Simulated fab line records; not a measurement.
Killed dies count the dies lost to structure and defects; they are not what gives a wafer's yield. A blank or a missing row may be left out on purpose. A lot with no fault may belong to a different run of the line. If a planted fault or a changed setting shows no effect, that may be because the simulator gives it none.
The tool behind it: which one? ; flow sky130 ; Sampling: 12 lots, 36 wafers, 4 of 708 route steps

== WHAT THE GAUGES SHOWED, per wafer ==
SKY_POLY_GATE_THK_MEAS_04. Usual: for POLY_GATE_CVD_03_THK the level is 74.5 nm and the standard deviation is 0.79.
lot;measured;on;POLY_GATE_CVD_03_THK (nm);flag
L671;day 15 15:44;filmMetro-02;73.5 73.9 73.7;
L673;day 16 08:08;filmMetro-02;75.9 76.1 76.5;
L674;day 16 19:52;filmMetro-04;74.0 74.3 74.8;
L676;day 17 09:08;filmMetro-03;75.9 75.4 75.0;
L681;day 19 01:39;filmMetro-04;74.9 75.2 74.6;
L683;day 20 07:15;filmMetro-02;74.7 74.8 75.6;
L684;day 20 11:53;filmMetro-04;74.1 74.1 74.5;
L686;day 21 11:32;filmMetro-04;73.2 73.7 73.5;
L688;day 21 20:49;filmMetro-03;74.1 73.9 74.1;
L691;day 23 00:58;filmMetro-04;74.8 74.5 74.7;
L693;day 23 09:56;filmMetro-02;74.1 74.0 73.3;
L692;day 23 12:20;filmMetro-04;74.6 74.7 74.3;

SKY_POLY_GATE_CD_MEAS_13 targets a cd of 150 nm. Usual: cdNm reads 149.6 nm (standard deviation 1.6).
lot;measured;on;cdNm (nm);flag
L671;day 16 19:25;cdSem-01;150.4 150.5 150.4;
L673;day 17 12:41;cdSem-01;150.7 148.7 148.5;
L674;day 18 00:59;cdSem-02;152.2 149.1 150.7;
L676;day 18 15:38;cdSem-01;150.0 148.2 148.4;
L681;day 20 08:12;cdSem-01;151.4 151.9 152.0;
L683;day 21 13:30;cdSem-02;150.7 152.7 150.1;
L684;day 21 18:15;cdSem-02;151.1 150.0 149.9;
L686;day 22 17:37;cdSem-01;146.6 146.7 146.6;
L688;day 23 02:46;cdSem-01;150.1 148.0 149.1;
L691;day 24 06:17;cdSem-01;148.8 148.6 149.6;
L693;day 24 16:07;cdSem-01;152.4 152.1 152.2;
L692;day 24 18:51;cdSem-01;149.4 148.9 149.5;

== WHICH TOOL RAN EACH LOT (tool, then ch and the chambers of the sampled wafers, then the start) ==
lot;SKY_SONOS_ONO_STRIP_17;SKY_GATE_OXIDE_OXIDATION_16
L671;plasmaAsher-03 ch 1, day 13 04:52;furnace-01 ch 0, day 14 08:58
L673;plasmaAsher-04 ch 0,1, day 13 19:01;furnace-01 ch 0, day 14 23:55
L674;plasmaAsher-04 ch 1, day 14 06:52;furnace-01 ch 0, day 15 11:27
L676;plasmaAsher-01 ch 0,1, day 14 18:19;furnace-01 ch 0, day 16 00:03
L681;plasmaAsher-03 ch 0,1, day 16 06:24;furnace-01 ch 0, day 17 14:41
L683;plasmaAsher-03 ch 0,1, day 17 09:03;furnace-01 ch 0, day 18 19:50
L684;plasmaAsher-03 ch 0,1, day 17 14:43;furnace-01 ch 0, day 19 01:23
L686;plasmaAsher-04 ch 0,1, day 18 09:04;furnace-02 ch 0, day 19 23:31
L688;plasmaAsher-01 ch 0,1, day 18 23:46;furnace-02 ch 0, day 20 10:11
L691;plasmaAsher-01 ch 0,1, day 20 04:27;furnace-01 ch 0, day 21 14:15
L693;plasmaAsher-03 ch 0,1, day 20 13:58;furnace-01 ch 0, day 21 22:30
L692;plasmaAsher-01 ch 0,1, day 20 14:01;furnace-01 ch 0, day 22 00:02
- SKY_SONOS_ONO_STRIP_17: strips in O2/N2.
- SKY_GATE_OXIDE_OXIDATION_16: stabilise 600 s, purge 300 s, target thk 3.57 nm.

== AS READ BY THE TOOLS THEMSELVES (means over the sampled wafers that have a number; for cases with no such wafer, the mark the record gives instead) ==
SKY_SONOS_ONO_STRIP_17. Usual: drypumpMotorCurrentA 5.9 A, standard deviation 0.47; n2FlowSccm 299.9 sccm, standard deviation 0.94; oesProductAu 0.710 a.u., standard deviation 0.0043; stripTimeToEndpointS 14.09 s, standard deviation 0.039.
lot;tool;drypumpMotorCurrentA (A);n2FlowSccm (sccm);oesProductAu (a.u.);stripTimeToEndpointS (s);flag
L671;plasmaAsher-03;5.3;299.9;0.708;14.09;
L673;plasmaAsher-04;6.0;299.5;0.712;14.00;
L674;plasmaAsher-04;6.1;299.8;0.714;14.12;
L676;plasmaAsher-01;6.1;300.1;0.711;14.06;
L681;plasmaAsher-03;5.5;299.2;0.708;14.06;
L683;plasmaAsher-03;5.5;300.0;0.713;14.06;
L684;plasmaAsher-03;5.5;300.0;0.708;14.09;
L686;plasmaAsher-04;6.0;299.0;0.712;14.05;
L688;plasmaAsher-01;6.4;299.6;0.707;14.15;
L691;plasmaAsher-01;6.4;299.6;0.708;14.08;
L693;plasmaAsher-03;5.4;299.2;0.708;14.07;
L692;plasmaAsher-01;6.1;299.6;0.705;14.13;

SKY_GATE_OXIDE_OXIDATION_16. Usual: spikeTcBottomC 821.6 C (standard deviation 1.2); spikeTcCentreC 800.3 C (standard deviation 1); spikeTcLowerC 801.1 C (standard deviation 1.2); spikeTcTopC 816.2 C (standard deviation 2.3); spikeTcUpperC 799.3 C (standard deviation 1.5); tubeCenterTempC 800 C (standard deviation 0.07); tube_center_temp_C_max 802.1 (standard deviation 0.33).
lot;tool;spikeTcBottomC (C);spikeTcCentreC (C);spikeTcLowerC (C);spikeTcTopC (C);spikeTcUpperC (C);tubeCenterTempC (C);tube_center_temp_C_max;flag
L671;furnace-01;820.8;800.5;801.4;815.8;798.3;800;802.2;
L673;furnace-01;820.7;800.9;800.5;815.3;799.5;800;801.7;
L674;furnace-01;821.9;799.8;802.2;814.6;799.5;800;802.3;
L676;furnace-01;821.8;799.7;801.3;815.1;798.5;800;801.8;
L681;furnace-01;820.8;799.3;801.6;814.3;799.3;800;801.7;
L683;furnace-01;808.9;788.0;789.2;801.7;786.4;788;789.9;OFF
L684;furnace-01;809.5;787.5;789.6;803.7;785.5;788;789.9;OFF
L686;furnace-02;823.5;800.4;801.1;819.4;800.9;800;802.1;
L688;furnace-02;822.1;801.1;800.2;817.9;800.8;800;802.4;
L691;furnace-01;821.1;800.5;801.3;815.4;798.7;800;802.5;
L693;furnace-01;821.9;799.6;801.2;814.6;798.2;800;802.2;
L692;furnace-01;820.9;800.3;801.7;815.3;797.7;800;802.3;

== THE ANSWER, worked out from the rows above alone ==
Rule: take the mean of a lot's wafers that have a number; if it is more than 3 standard deviations from the usual mean, the lot is off. Also off: a lot with no number at a reading for which 4 or more lots have one. Where the step has rows for the other lots, those lots are counted as sound. First the gauges in route order, then the tools' own readings, where a lot's mean is used as printed above. The first step at which some lot is off is used, and at that step the reading that is off furthest; a lot without a number counts as furthest.
Off, at SKY_GATE_OXIDE_OXIDATION_16 on tubeCenterTempC: L683, L684.
If a tool, at that step or one of the process steps before it, ran each lot that is off and ran no sound lot following the first of them, it fits. None of those tried fits.

== WHAT WAS PUT IN BY THE SIMULATOR ==
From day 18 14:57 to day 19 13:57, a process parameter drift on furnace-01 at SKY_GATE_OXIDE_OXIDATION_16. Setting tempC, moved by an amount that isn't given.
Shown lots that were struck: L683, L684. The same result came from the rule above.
